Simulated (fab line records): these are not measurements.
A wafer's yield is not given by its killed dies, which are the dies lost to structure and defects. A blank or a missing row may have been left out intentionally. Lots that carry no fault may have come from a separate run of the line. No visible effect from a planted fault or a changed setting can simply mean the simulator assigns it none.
Which tool was responsible? / flow sky130 / 13 lots with 39 wafers sampled at 2 steps, on a route of 708 steps

## WHAT EACH GAUGE READ, for each wafer
SKY_CAP2M_THK_MEAS_04: measures by xrf.
lot=L589; measured=day 39 20:06; on=film_metro-03; CAP2M_TIN_THK (nm)=198.7 195.1 200.9
lot=L590; measured=day 39 20:41; on=film_metro-02; CAP2M_TIN_THK (nm)=201.0 200.4 203.6
lot=L592; measured=day 40 19:01; on=film_metro-03; CAP2M_TIN_THK (nm)=199.7 198.0 197.2
lot=L595; measured=day 41 12:54; on=film_metro-03; CAP2M_TIN_THK (nm)=203.8 205.0 205.7
lot=L594; measured=day 41 15:58; on=film_metro-03; CAP2M_TIN_THK (nm)=200.6 201.6 200.9
lot=L596; measured=day 42 11:40; on=film_metro-02; CAP2M_TIN_THK (nm)=200.8 200.3 201.0
lot=L597; measured=day 42 12:56; on=film_metro-03; CAP2M_TIN_THK (nm)=199.6 200.1 199.9
lot=L598; measured=day 42 13:40; on=film_metro-03; CAP2M_TIN_THK (nm)=199.5 199.7 201.0
lot=L600; measured=day 43 07:11; on=film_metro-03; CAP2M_TIN_THK (nm)=200.7 202.9 204.0
lot=L603; measured=day 43 19:08; on=film_metro-03; CAP2M_TIN_THK (nm)=197.5 200.9 198.3
lot=L605; measured=day 44 09:56; on=film_metro-02; CAP2M_TIN_THK (nm)=201.3 200.7 202.8
lot=L606; measured=day 44 15:44; on=film_metro-03; CAP2M_TIN_THK (nm)=198.4 198.5 200.1
lot=L611; measured=day 45 16:55; on=film_metro-04; CAP2M_TIN_THK (nm)=199.9 198.9 200.4

## WHAT TOOL EACH LOT RAN ON (gives the tool, then ch and the chambers of the sampled wafers, and finally the start)
lot=L589; SKY_SALICIDE_CLEAN_00=wet_bench-01 ch 2, day 28 01:31
lot=L590; SKY_SALICIDE_CLEAN_00=wet_bench-03 ch 2, day 28 02:08
lot=L592; SKY_SALICIDE_CLEAN_00=wet_bench-01 ch 2, day 29 02:45
lot=L595; SKY_SALICIDE_CLEAN_00=wet_bench-03 ch 2, day 29 22:49
lot=L594; SKY_SALICIDE_CLEAN_00=wet_bench-03 ch 0, day 30 03:35
lot=L596; SKY_SALICIDE_CLEAN_00=wet_bench-03 ch 0, day 31 02:02
lot=L597; SKY_SALICIDE_CLEAN_00=wet_bench-02 ch 3, day 31 03:22
lot=L598; SKY_SALICIDE_CLEAN_00=wet_bench-01 ch 2, day 31 06:24
lot=L600; SKY_SALICIDE_CLEAN_00=wet_bench-01 ch 1, day 32 01:52
lot=L603; SKY_SALICIDE_CLEAN_00=wet_bench-01 ch 1, day 32 16:38
lot=L605; SKY_SALICIDE_CLEAN_00=wet_bench-03 ch 0, day 33 07:10
lot=L606; SKY_SALICIDE_CLEAN_00=wet_bench-03 ch 0, day 33 16:46
lot=L611; SKY_SALICIDE_CLEAN_00=wet_bench-01 ch 0, day 34 22:12
- SKY_SALICIDE_CLEAN_00: cleans in HF-last, time 30 s.

## AS READ BY THE TOOLS THEMSELVES (means over the sampled wafers that have a number; for cases with no such wafer, the mark the record gives instead)
The record holds no such reading with a usual standard deviation.

## THE ANSWER, worked out from the rows above alone
Rule: the lots themselves supply what counts as usual. Put in order of their means at a reading, lots are off if they are a third of the lots or fewer, leave a main group of 4 or more, and stand apart from it by a gap of 3 or more times the standard deviation of the main group's means; of several such gaps the widest counts. Not used: any main group whose means are identical at the precision the tables above print for the reading. Also off: a lot with no number at a reading for which 4 or more lots have one. Any other lot the step has rows for is counted as sound. First the gauges in route order, then the tools' own readings, where a lot's mean is used as printed above. At the first step where some lot is off, the reading lying furthest off is the one used; lots without a number count as furthest.
Across all readings shown, no lot is off: no conclusion can be drawn from this.

## WHAT HAD BEEN PUT IN BY THE SIMULATOR
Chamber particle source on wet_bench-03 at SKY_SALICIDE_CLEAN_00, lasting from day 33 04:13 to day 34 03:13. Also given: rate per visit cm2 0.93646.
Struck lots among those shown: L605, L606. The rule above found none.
